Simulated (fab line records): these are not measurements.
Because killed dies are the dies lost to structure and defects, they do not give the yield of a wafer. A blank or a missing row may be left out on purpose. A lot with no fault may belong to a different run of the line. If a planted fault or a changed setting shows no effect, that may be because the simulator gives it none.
fab line records ; flow sky130
record: lots: 9; wafers: 27; last-day: 50
route steps=708 shown VIA3@576 CAP2M@605
lots with no fault: from the same line, run without faults
start-h: start of the lot's first displayed wafer, in hours after the record's first day ; wait-h: hours from the lot's prior step to this one ; " unchanged from the row above ; L1.1+2: a single row standing in for several wafers ; - either no value or no given start ; * or withheld: withheld ; < > ~ a bound
route shown NAME@n: NAME is a module with steps in the file, n the number in the route of the first one ; usual: mean and standard deviation over wafers with no fault ; same: alike in all rows ; chamber/n: place in a boat ; sites: the reading at each site ; _std_site: standard deviation of those values ; _edge_site: the outer-site mean with the inner-site mean subtracted ; radius-mm: for every site, how far away it sits from the centre of the wafer ; mask NAME#n: copy n ; behind: the most recent tool/chamber to have shaped the wafer ; hold: what put the lot on hold/how long, in hours/how the hold closed ; device: transistor that didn't switch, given as n, p or np ; end of line: the same wafers' tests at the end of the route ; a step given without rows: its recipe and nothing more ; killed: dies lost to structure and defects at the first sort, not the wafer's yield ; map: the dies of a wafer, with x for killed, . for not killed, _ for no die there
set.NAME: the run value of the setting; set.NAME@STEP: its run value at that earlier step ; model.NAME: the simulator's own value behind a step, which no gauge read
route steps across a sampled set of lots; one table per step, one row per wafer
services: the hour from which a tool's chamber was out of use, counted from the record's first day as start-h (under 0 if before that day), plus the number of hours and why
== steps ==
step: SKY_VIA3_BOW_MEAS_03
recipe: mode: bow
usual: VIA3_BOW: 78/8.3
lot.wafer;tool;chamber;start-h;wait-h;VIA3_BOW[um]
L654.4;film-metro-02;-;903.05;0.3;72
L654.5;film-metro-02;-;903.05;0.3;75
L654.6;film-metro-02;-;903.05;0.3;79
L657.2;film-metro-01;-;925.94;0.2;88
L657.4;film-metro-01;-;925.94;0.2;75
L657.5;film-metro-01;-;925.94;0.2;74
L661.2;film-metro-01;-;953.43;0.2;83
L661.4;film-metro-01;-;953.43;0.2;79
L661.6;film-metro-01;-;953.43;0.2;77
L662.1;film-metro-01;-;969.34;0.1;78
L662.5;film-metro-01;-;969.34;0.1;75
L662.6;film-metro-01;-;969.34;0.1;77
L665.1;film-metro-04;-;992.00;0.1;78
L665.3;film-metro-04;-;992.00;0.1;68
L665.6;film-metro-04;-;992.00;0.1;87
L667.2;film-metro-04;-;999.71;0.3;82
L667.3;film-metro-04;-;999.71;0.3;88
L667.4;film-metro-04;-;999.71;0.3;89
L668.1;film-metro-04;-;1000.88;0.2;85
L668.4;film-metro-04;-;1000.88;0.2;80
L668.5;film-metro-04;-;1000.88;0.2;85
L671.2;film-metro-01;-;1027.16;0.2;90
L671.4;film-metro-01;-;1027.16;0.2;86
L671.5;film-metro-01;-;1027.16;0.2;87
L674.3;film-metro-01;-;1048.98;0.1;86
L674.4;film-metro-01;-;1048.98;0.1;77
L674.5;film-metro-01;-;1048.98;0.1;78
step: SKY_VIA3_CD_MEAS_12
recipe: target-cd-nm: 200
usual: cd-nm: 200.0/1.6
lot.wafer;tool;chamber;start-h;wait-h;cd-nm
L654.4;cd-sem-02;-;927.45;-;199.4
L654.5;cd-sem-02;-;927.45;-;200.1
L654.6;cd-sem-02;-;927.45;-;200.4
L657.2;cd-sem-02;-;950.71;-;200.1
L657.4;cd-sem-02;-;950.71;-;198.4
L657.5;cd-sem-02;-;950.71;-;197.1
L661.2;cd-sem-02;-;977.66;-;197.2
L661.4;cd-sem-02;-;977.66;-;197.8
L661.6;cd-sem-02;-;977.66;-;197.1
L662.1;cd-sem-01;-;993.56;-;199.1
L662.5;cd-sem-01;-;993.56;-;198.7
L662.6;cd-sem-01;-;993.56;-;198.6
L665.1;cd-sem-01;-;1015.19;-;200.4
L665.3;cd-sem-01;-;1015.19;-;200.5
L665.6;cd-sem-01;-;1015.19;-;200.0
L667.2;cd-sem-01;-;1022.11;-;200.1
L667.3;cd-sem-01;-;1022.11;-;199.9
L667.4;cd-sem-01;-;1022.11;-;201.5
L668.1;cd-sem-01;-;1023.06;-;199.2
L668.4;cd-sem-01;-;1023.06;-;199.4
L668.5;cd-sem-01;-;1023.06;-;199.8
L671.2;cd-sem-01;-;1048.56;-;201.2
L671.4;cd-sem-01;-;1048.56;-;200.4
L671.5;cd-sem-01;-;1048.56;-;201.3
L674.3;cd-sem-01;-;1070.70;-;198.5
L674.4;cd-sem-01;-;1070.70;-;200.2
L674.5;cd-sem-01;-;1070.70;-;198.2
step: SKY_VIA3_STRIP_16
recipe: chemistry: O2/N2; power-w: 1400; pressure-mtorr: 1500; platen-temp-c: withheld; o2-flow-sccm: 3000; n2-flow-sccm: 300; overash-fraction: 0.5
usual: drypump-motor-current-A: 6.0/0.37; o2-flow-sccm: 2999/9.9; oes-product-au: 0.402/0.0043; strip-time-to-endpoint-s: 4.134/0.026
lot.wafer;tool;chamber;start-h;wait-h;drypump-motor-current-A;o2-flow-sccm;oes-product-au;rf-hours-counter-h;strip-time-to-endpoint-s
L654.4;plasma-asher-04;0;927.68;0.1;5.3;2990;0.404;-;4.121
L654.5;plasma-asher-04;0;927.68;0.1;5.2;3005;0.403;-;4.162
L654.6;plasma-asher-04;1;927.68;0.1;6.0;3001;0.400;-;4.152
L657.2;plasma-asher-01;1;950.94;0.0;6.5;3016;0.395;82;4.139
L657.4;plasma-asher-01;0;950.94;0.0;6.3;2994;0.410;-;4.161
L657.5;plasma-asher-01;0;950.94;0.0;6.3;2989;0.402;-;4.171
L661.2;plasma-asher-04;0;977.89;0.0;5.3;2992;0.403;55;4.140
L661.4;plasma-asher-04;0;977.89;0.0;5.3;2991;0.406;-;4.139
L661.6;plasma-asher-04;0;977.89;0.0;5.2;2992;0.407;-;4.136
L662.1;plasma-asher-02;0;993.82;0.0;5.6;2992;0.405;25;4.150
L662.5;plasma-asher-02;1;993.82;0.0;6.0;2996;0.401;-;4.088
L662.6;plasma-asher-02;0;993.82;0.0;5.6;3003;0.404;-;4.141
L665.1;plasma-asher-02;0;1015.44;0.0;5.6;2999;0.410;27;4.165
L665.3;plasma-asher-02;1;1015.44;0.0;6.0;3002;0.403;-;4.139
L665.6;plasma-asher-02;0;1015.44;0.0;5.6;2992;0.397;-;4.101
L667.2;plasma-asher-01;1;1022.34;0.0;6.5;2999;0.402;89;4.111
L667.3;plasma-asher-01;0;1022.34;0.0;6.3;2988;0.394;-;4.153
L667.4;plasma-asher-01;1;1022.34;0.0;6.5;3006;0.396;-;4.079
L668.1;plasma-asher-01;0;1023.32;0.0;6.3;3008;0.397;89;4.108
L668.4;plasma-asher-01;0;1023.32;0.0;6.3;3008;0.401;-;4.085
L668.5;plasma-asher-01;0;1023.32;0.0;6.2;3003;0.409;-;4.162
L671.2;plasma-asher-02;1;1048.80;0.0;6.0;2995;0.404;31;4.117
L671.4;plasma-asher-02;1;1048.80;0.0;6.0;2991;0.397;-;4.135
L671.5;plasma-asher-02;1;1048.80;0.0;6.0;3013;0.404;-;4.128
L674.3;plasma-asher-04;0;1070.95;0.1;5.3;2993;0.400;-;4.126
L674.4;plasma-asher-04;1;1070.95;0.1;6.0;3004;0.396;-;4.096
L674.5;plasma-asher-04;0;1070.95;0.1;5.3;2985;0.404;-;4.174
step: SKY_CAP2M_SPUTTER_02
recipe: material: TiN; target-thk-nm: 200; temp-c: 300; power-w: 6500; time-s: 166.7; chamber-pressure-pa: 0.4
usual: cathode-dc-power-W: 6500.0/1.1; chamber-pressure-pa: 0.4001/0.00079; throttle-valve-pct: 29.7/0.74
lot.wafer;tool;chamber;start-h;wait-h;cathode-dc-power-W;chamber-pressure-pa;throttle-valve-pct
L654.4;pvd-sputter-02;-;929.14;0.0;6498.7;0.3999;28.2
L654.5;pvd-sputter-02;-;929.14;0.0;6499.9;0.4015;29.7
L654.6;pvd-sputter-02;-;929.14;0.0;6499.8;0.4003;28.1
L657.2;pvd-sputter-04;-;952.44;0.0;6497.5;0.3999;29.8
L657.4;pvd-sputter-04;-;952.44;0.0;6500.8;0.3999;31.0
L657.5;pvd-sputter-04;-;952.44;0.0;6499.1;0.3985;29.6
L661.2;pvd-sputter-02;-;979.39;0.0;6499.1;0.3994;30.4
L661.4;pvd-sputter-02;-;979.39;0.0;6499.4;0.3999;28.1
L661.6;pvd-sputter-02;-;979.39;0.0;6502.6;0.3998;30.2
L662.1;pvd-sputter-04;-;995.31;0.1;6499.5;0.4006;29.8
L662.5;pvd-sputter-04;-;995.31;0.1;6500.8;0.3985;29.5
L662.6;pvd-sputter-04;-;995.31;0.1;6501.8;0.3995;29.8
L665.1;pvd-sputter-01;-;1016.95;0.1;6501.5;0.4000;28.8
L665.3;pvd-sputter-01;-;1016.95;0.1;6500.0;0.4002;30.4
L665.6;pvd-sputter-01;-;1016.95;0.1;6500.0;0.3999;29.2
L667.2;pvd-sputter-04;-;1023.89;0.0;6499.2;0.3998;29.5
L667.3;pvd-sputter-04;-;1023.89;0.0;6499.3;0.4009;30.9
L667.4;pvd-sputter-04;-;1023.89;0.0;6500.9;0.3999;28.9
L668.1;pvd-sputter-01;-;1024.91;0.1;6499.1;0.4012;28.9
L668.4;pvd-sputter-01;-;1024.91;0.1;6499.3;0.4011;29.6
L668.5;pvd-sputter-01;-;1024.91;0.1;6499.4;0.3992;30.8
L671.2;pvd-sputter-01;-;1050.30;0.0;6500.7;0.4002;29.2
L671.4;pvd-sputter-01;-;1050.30;0.0;6498.2;0.3995;30.5
L671.5;pvd-sputter-01;-;1050.30;0.0;6500.3;0.4006;29.4
L674.3;pvd-sputter-04;-;1072.60;0.0;6501.9;0.3993;30.9
L674.4;pvd-sputter-04;-;1072.60;0.0;6500.5;0.6332;22.8
L674.5;pvd-sputter-04;-;1072.60;0.0;6499.6;0.3996;29.3
step: SKY_CAP2M_RS_MEAS_03
recipe: thk-meas-gauge: four-point-probe; reads: TiN_of_CAP2M_SPUTTER_02
usual: CAP2M_TIN_RS: 6.89/0.096
lot.wafer;tool;chamber;start-h;wait-h;CAP2M_TIN_RS[ohm/sq]
L654.4;film-metro-01;-;929.31;0.1;6.96
L654.5;film-metro-01;-;929.31;0.1;6.93
L654.6;film-metro-01;-;929.31;0.1;6.95
L657.2;film-metro-03;-;952.56;0.1;6.93
L657.4;film-metro-03;-;952.56;0.1;7.02
L657.5;film-metro-03;-;952.56;0.1;6.98
L661.2;film-metro-01;-;979.52;0.1;6.78
L661.4;film-metro-01;-;979.52;0.1;6.80
L661.6;film-metro-01;-;979.52;0.1;6.75
L662.1;film-metro-02;-;995.42;0.1;6.99
L662.5;film-metro-02;-;995.42;0.1;7.12
L662.6;film-metro-02;-;995.42;0.1;6.94
L665.1;film-metro-02;-;1017.06;0.1;6.97
L665.3;film-metro-02;-;1017.06;0.1;6.88
L665.6;film-metro-02;-;1017.06;0.1;6.85
L667.2;film-metro-02;-;1024.02;0.1;6.95
L667.3;film-metro-02;-;1024.02;0.1;6.92
L667.4;film-metro-02;-;1024.02;0.1;6.90
L668.1;film-metro-02;-;1025.01;0.1;6.88
L668.4;film-metro-02;-;1025.01;0.1;6.78
L668.5;film-metro-02;-;1025.01;0.1;6.81
L671.2;film-metro-02;-;1050.42;0.1;6.79
L671.4;film-metro-02;-;1050.42;0.1;6.91
L671.5;film-metro-02;-;1050.42;0.1;6.83
L674.3;film-metro-02;-;1072.74;0.1;7.01
L674.4;film-metro-02;-;1072.74;0.1;7.60
L674.5;film-metro-02;-;1072.74;0.1;7.03
step: SKY_CAP2M_THK_MEAS_04
recipe: thk-meas-gauge: xrf; reads: TiN_of_CAP2M_SPUTTER_02
usual: CAP2M_TIN_THK: 202.0/2.7
lot.wafer;tool;chamber;start-h;wait-h;CAP2M_TIN_THK[nm]
L654.4;film-metro-01;-;929.40;0.1;198.3
L654.5;film-metro-01;-;929.40;0.1;199.5
L654.6;film-metro-01;-;929.40;0.1;199.6
L657.2;film-metro-03;-;952.67;0.1;201.6
L657.4;film-metro-03;-;952.67;0.1;197.7
L657.5;film-metro-03;-;952.67;0.1;199.8
L661.2;film-metro-01;-;979.63;0.1;203.3
L661.4;film-metro-01;-;979.63;0.1;202.5
L661.6;film-metro-01;-;979.63;0.1;204.1
L662.1;film-metro-02;-;995.54;0.1;200.2
L662.5;film-metro-02;-;995.54;0.1;197.2
L662.6;film-metro-02;-;995.54;0.1;200.8
L665.1;film-metro-02;-;1017.18;0.1;200.7
L665.3;film-metro-02;-;1017.18;0.1;202.4
L665.6;film-metro-02;-;1017.18;0.1;204.7
L667.2;film-metro-02;-;1024.13;0.1;201.7
L667.3;film-metro-02;-;1024.13;0.1;201.4
L667.4;film-metro-02;-;1024.13;0.1;202.3
L668.1;film-metro-02;-;1025.13;0.1;203.7
L668.4;film-metro-02;-;1025.13;0.1;205.6
L668.5;film-metro-02;-;1025.13;0.1;204.8
L671.2;film-metro-02;-;1050.53;0.1;203.5
L671.4;film-metro-02;-;1050.53;0.1;200.4
L671.5;film-metro-02;-;1050.53;0.1;204.0
L674.3;film-metro-02;-;1072.84;0.1;198.3
L674.4;film-metro-02;-;1072.84;0.1;183.8
L674.5;film-metro-02;-;1072.84;0.1;198.7
step: SKY_CAP2M_METAL_ETCH_13
recipe: target-depth-nm: 220; stop-on: SiO2; chemistry: Cl2/BCl3; target: TiN; pressure-mtorr: 10; icp-w: 900; bias-w: 48.5; Cl2_flow_sccm: 60; bcl3-flow-sccm: 30; time-s: 62.9
usual: bias-w: 48.54/0.17; drypump-motor-current-A: 5.8/0.49; oes-product-au: 0.943/0.0088; throttle-valve-pct: 21.901/0.011
lot.wafer;tool;chamber;start-h;wait-h;bias-w;drypump-motor-current-A;oes-product-au;rf-hours-counter-h;throttle-valve-pct
L654.4;rie-metal-03;0;953.80;0.0;48.68;5.6;0.933;-;21.910
L654.5;rie-metal-03;1;953.80;0.0;48.22;5.0;0.944;-;21.914
L654.6;rie-metal-03;0;953.80;0.0;48.70;5.6;0.934;-;21.910
L657.2;rie-metal-03;1;976.63;0.0;48.36;5.0;0.944;-;21.900
L657.4;rie-metal-03;1;976.63;0.0;48.31;5.0;0.940;-;21.910
L657.5;rie-metal-03;1;976.63;0.0;48.60;5.0;0.935;-;21.923
L661.2;rie-metal-03;1;1003.48;0.0;48.67;5.0;0.951;-;21.892
L661.4;rie-metal-03;1;1003.48;0.0;48.85;5.0;0.953;-;21.891
L661.6;rie-metal-03;1;1003.48;0.0;48.92;5.0;0.957;-;21.897
L662.1;rie-metal-02;1;1018.40;0.0;48.64;6.3;0.935;15;21.906
L662.5;rie-metal-02;1;1018.40;0.0;48.75;6.3;0.934;-;21.896
L662.6;rie-metal-02;0;1018.40;0.0;48.37;6.2;0.947;-;21.903
L665.1;rie-metal-04;0;1039.05;0.0;48.58;6.2;0.929;20;21.897
L665.3;rie-metal-04;1;1039.05;0.0;48.54;6.1;0.942;-;21.893
L665.6;rie-metal-04;1;1039.05;0.0;48.61;6.1;0.948;-;21.890
L667.2;rie-metal-02;1;1046.03;0.0;48.81;6.3;0.941;-;21.910
L667.3;rie-metal-02;1;1046.03;0.0;48.66;6.3;0.938;-;21.917
L667.4;rie-metal-02;1;1046.03;0.0;48.66;6.3;0.940;-;21.898
L668.1;rie-metal-03;0;1046.70;0.0;48.49;5.7;0.946;2;21.884
L668.4;rie-metal-03;1;1046.70;0.0;48.61;5.0;0.958;-;21.908
L668.5;rie-metal-03;0;1046.70;0.0;48.45;5.7;0.953;-;21.893
L671.2;rie-metal-02;0;1074.90;0.0;48.70;6.2;0.951;20;21.910
L671.4;rie-metal-02;1;1074.90;0.0;48.17;6.3;0.944;-;21.899
L671.5;rie-metal-02;1;1074.90;0.0;48.36;6.3;0.952;-;21.911
L674.3;rie-metal-02;1;1093.40;0.0;48.48;6.4;0.933;-;21.902
L674.4;rie-metal-02;0;1093.40;0.0;48.39;6.2;0.899;-;21.952
L674.5;rie-metal-02;0;1093.40;0.0;48.45;6.2;0.925;-;21.917
== services ==
tool;chamber;start-h;hours;kind
pvd-sputter-04;3;924.76;-;consumable-replace:kit
pvd-sputter-04;3;924.76;18.0;scheduled-down
pvd-sputter-04;3;924.76;18.0;vent-cycle
rie-metal-03;-;960.31;2.8;pm
rie-metal-03;0;973.59;-;clean
rie-metal-03;0;973.59;30.0;scheduled-down
rie-metal-03;0;973.59;30.0;vent-cycle
pvd-sputter-02;-;997.40;1.4;repair
pvd-sputter-02;1;1001.78;-;consumable-replace:kit
pvd-sputter-02;1;1001.78;18.0;scheduled-down
pvd-sputter-02;1;1001.78;18.0;vent-cycle
plasma-asher-04;-;1014.64;2.5;repair
pvd-sputter-02;-;1024.00;2.0;repair
plasma-asher-01;-;1031.54;0.4;repair
rie-metal-02;0;1045.28;3.6;repair
rie-metal-02;-;1055.55;0.4;repair
plasma-asher-01;-;1055.88;2.8;pm
pvd-sputter-01;1;1068.07;-;consumable-replace:kit
pvd-sputter-01;1;1068.07;18.0;scheduled-down
pvd-sputter-01;1;1068.07;18.0;vent-cycle
pvd-sputter-04;2;1086.26;-;consumable-replace:kit
pvd-sputter-04;2;1086.26;18.0;scheduled-down
pvd-sputter-04;2;1086.26;18.0;vent-cycle
== key ==
first-sign: step: SKY_CAP2M_SPUTTER_02; reading: chamber-pressure-pa; direction: up; sigmas: 99+; usual: 0.4001; struck: 0.6332
effect: step: SKY_CAP2M_SPUTTER_02; reading: throttle-valve-pct; direction: down; sigmas: 9.3; usual: 29.7; struck: 22.8
effect: step: SKY_CAP2M_RS_MEAS_03; reading: CAP2M_TIN_RS; direction: up; sigmas: 7.4; usual: 6.89; struck: 7.60
effect: step: SKY_CAP2M_THK_MEAS_04; reading: CAP2M_TIN_THK; direction: down; sigmas: 6.8; usual: 202.0; struck: 183.8
effect: step: SKY_CAP2M_METAL_ETCH_13; reading: oes-product-au; direction: down; sigmas: 5; usual: 0.943; struck: 0.899
met-at SKY_CAP2M_SPUTTER_02
struck-lots L674
struck-wafers L674.4
not-acting-at SKY_VIA3_BOW_MEAS_03,SKY_VIA3_CD_MEAS_12,SKY_VIA3_STRIP_16
onset-between 1023.89 1072.60
fault: kind: process-parameter-drift; tool: pvd-sputter-04; chamber: -; onset-h: 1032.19; steps: SKY_CAP2M_SPUTTER_02; channel: chamber-pressure-pa; offset: 0.23361; shape: step; end-h: 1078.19; acts-in: these-recipes-only; stated: 0.4; scope: struck-wafers-only
